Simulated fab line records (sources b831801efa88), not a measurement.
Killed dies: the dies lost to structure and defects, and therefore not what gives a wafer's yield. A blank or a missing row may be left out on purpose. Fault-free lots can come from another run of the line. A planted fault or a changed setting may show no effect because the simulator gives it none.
A lot that was struck, set against a sound lot	flow sky130	33 out of 708 route steps
Sound: wafers L673.3, L673.4, L673.5. Struck: wafers L685.2, L685.4, L685.5. The cause comes at the end.
Each step with rows lists, per side, the tool, then ch with its chambers, then its first start. Under that, the readings that differ: sound wafers	struck wafers	difference of the means	sigmas: that difference in standard deviations of wafers without a fault.
alike: a reading whose means differ by less than 2 such deviations, as well as words and numbers matching on both sides. not compared: withheld readings; readings where some wafer has no value; bounds like >300 that might hide an equal value; numbers whose values overlap and for which the record gives no deviation.
Wherever a step has rows on one side only, a row that says differs or no value, or a row with sigmas, the two part there. When numbers do not overlap yet have no deviation, they are printed without sigmas and do not part them. Lack of a reading on every wafer of one side parts them only where that side has two or more wafers.

first, 4 steps without rows for these wafers: SKY_LOCAL_INTERCONNECT_SOFTBAKE_07 (time 90 s); SKY_LOCAL_INTERCONNECT_EXPOSE_08 (exposes mask LI1M, target cd 170 nm); SKY_LOCAL_INTERCONNECT_PEB_09; SKY_LOCAL_INTERCONNECT_DEVELOP_10 (develop time 60 s).
SKY_LOCAL_INTERCONNECT_CD_MEAS_11: target cd 170 nm.
  sound: cd sem-02 at day 32 11:50; struck: cd sem-02 at day 35 18:46
  alike: cd nm
SKY_LOCAL_INTERCONNECT_OVL_MEAS_12:
  sound: overlay-01 at day 32 11:56; struck: overlay-02 at day 35 18:52
  alike: LOCAL_INTERCONNECT_OVL
then, 1 step without rows for these wafers: SKY_LOCAL_INTERCONNECT_ETCH_13 (etches BARC in N2/H2, stops on SiO2, time 45.9 s, target depth 60 nm).
SKY_LOCAL_INTERCONNECT_METAL_ETCH_14: etches TiN in Cl2/BCl3, stops on PSG, target depth 110 nm, time 31.4 s.
  sound on rie metal-04 ch 0,1, day 32 12:02; struck on rie metal-02 ch 1, day 35 18:58
  alike: drypump motor current A, oes product au, throttle valve pct
  not compared: rf hours counter h
SKY_LOCAL_INTERCONNECT_STRIP_15: strips in O2/N2.
  sound on plasma asher-02 ch 0,1, day 32 12:06; struck on plasma asher-04 ch 0,1, day 35 19:01
reading	sound	struck	difference	sigmas
drypump motor current A (A)	6.4 6.0 5.9	4.7 5.8 4.7	-1.0	-2
strip time to endpoint s (s)	4.747 4.754 4.758	4.669 4.700 4.711	-0.060	-3
  alike: oes product au
  not compared: rf hours counter h
then, 3 steps without rows for these wafers: SKY_LOCAL_INTERCONNECT_STRIP_16 (strips in post etch residue remover, time 1200 s); SKY_LOCAL_INTERCONNECT_CLEAN_17 (cleans in IPA, time 180 s); SKY_LOCAL_INTERCONNECT_CLEAN_18 (cleans in O3/DIW).
SKY_CONTACT_CVD_00: deposits Si3N4, target thk 75 nm.
  sound on pecvd-03 ch 0,2, day 32 12:40; struck on pecvd-03 ch 0,2, day 35 19:40
reading	sound	struck	difference	sigmas
model.Si3N4_of_CONTACT_CVD_00.thk nm (nm)	74.07 76.05 74.81	79.52 79.01 80.55	+4.72	
  alike: heater power w
SKY_CONTACT_THK_MEAS_01:
  sound: film metro-01 at day 32 12:43; struck: film metro-03 at day 35 19:42
reading	sound	struck	difference	sigmas
CONTACT_CVD_00_THK (nm)	74.0 76.0 74.8	79.5 79.0 80.6	+4.8	+5
then, 1 step without rows for these wafers: SKY_CONTACT_HDPCVD_02 (deposits SiO2, target thk 565 nm, time 94.2 s).
SKY_CONTACT_THK_MEAS_03:
  sound: film metro-03 at day 32 12:50; struck: film metro-01 at day 35 19:50
  alike: CONTACT_HDPCVD_THK
then, 1 step without rows for these wafers: SKY_CONTACT_CMP_04 (polishes SiO2).
SKY_CONTACT_BOW_MEAS_05:
  sound: film metro-04 at day 32 13:13; struck: film metro-03 at day 35 20:12
reading	sound	struck	difference	sigmas
CONTACT_BOW (um)	88 93 87	73 77 76	-14	-2
then, 8 steps without rows for these wafers: SKY_CONTACT_DEHYDRATE_06 (time 60 s); SKY_CONTACT_HMDS_07 (prime time 60 s); SKY_CONTACT_COAT_08 (resist thk 60 nm); SKY_CONTACT_COAT_09 (resist thk 450 nm); SKY_CONTACT_SOFTBAKE_10 (time 90 s); SKY_CONTACT_EXPOSE_11 (exposes mask CTM1, target cd 170 nm); SKY_CONTACT_PEB_12; SKY_CONTACT_DEVELOP_13 (develop time 60 s).
SKY_CONTACT_CD_MEAS_14: target cd 170 nm.
  sound: cd sem-01 at day 33 16:50; struck: cd sem-02 at day 36 19:19
  alike: cd nm
SKY_CONTACT_OVL_MEAS_15:
  sound: overlay-01 at day 33 16:55; struck: overlay-01 at day 36 19:25
  alike: CONTACT_OVL
SKY_CONTACT_ETCH_16: etches BARC in N2/H2, stops on SiO2, time 45.9 s, target depth 60 nm.
  sound on rie diel-04 ch 2,3, day 33 16:57; struck on rie diel-02 ch 0,3, day 36 19:27
  alike: drypump motor current A, oes product au, throttle valve pct
  not compared: rf hours counter h
SKY_CONTACT_ETCH_17: etches SiO2 in C4F8/O2/Ar, stops on Si3N4, target depth 340 nm.
  sound on rie diel-04 ch 2,3, day 33 16:59; struck on rie diel-02 ch 0,3, day 36 19:29
  alike: oes product au
SKY_CONTACT_ETCH_18: etches Si3N4 in CHF3/O2, stops on TiN, time 39 s, target depth 75 nm.
  sound on rie diel-04 ch 2,3; struck on rie diel-02 ch 0,3
reading	sound	struck	difference	sigmas
oes product au (a.u.)	0.842 0.859 0.844	0.879 0.885 0.877	+0.032	+4
model.etch.depth nm (nm)	74.07 76.05 74.81	79.52 79.01 80.55	+4.72	
  alike: drypump motor current A, throttle valve pct
  not compared: rf hours counter h
SKY_CONTACT_STRIP_19: strips in O2/N2.
  sound on plasma asher-02 ch 0,1, day 33 17:07; struck on plasma asher-02 ch 0,1, day 36 19:35
  alike: drypump motor current A, oes product au, strip time to endpoint s
  not compared: rf hours counter h
after that, 1 step had no rows for these wafers: SKY_PAD_OPEN_PROBE_99.

## WHERE THEY PART
Last at SKY_CONTACT_ETCH_18 as far as this record goes, first at SKY_LOCAL_INTERCONNECT_STRIP_15. Later steps at which nothing parts them and some readings are alike: SKY_CONTACT_STRIP_19.

WHY: what the simulator had put in
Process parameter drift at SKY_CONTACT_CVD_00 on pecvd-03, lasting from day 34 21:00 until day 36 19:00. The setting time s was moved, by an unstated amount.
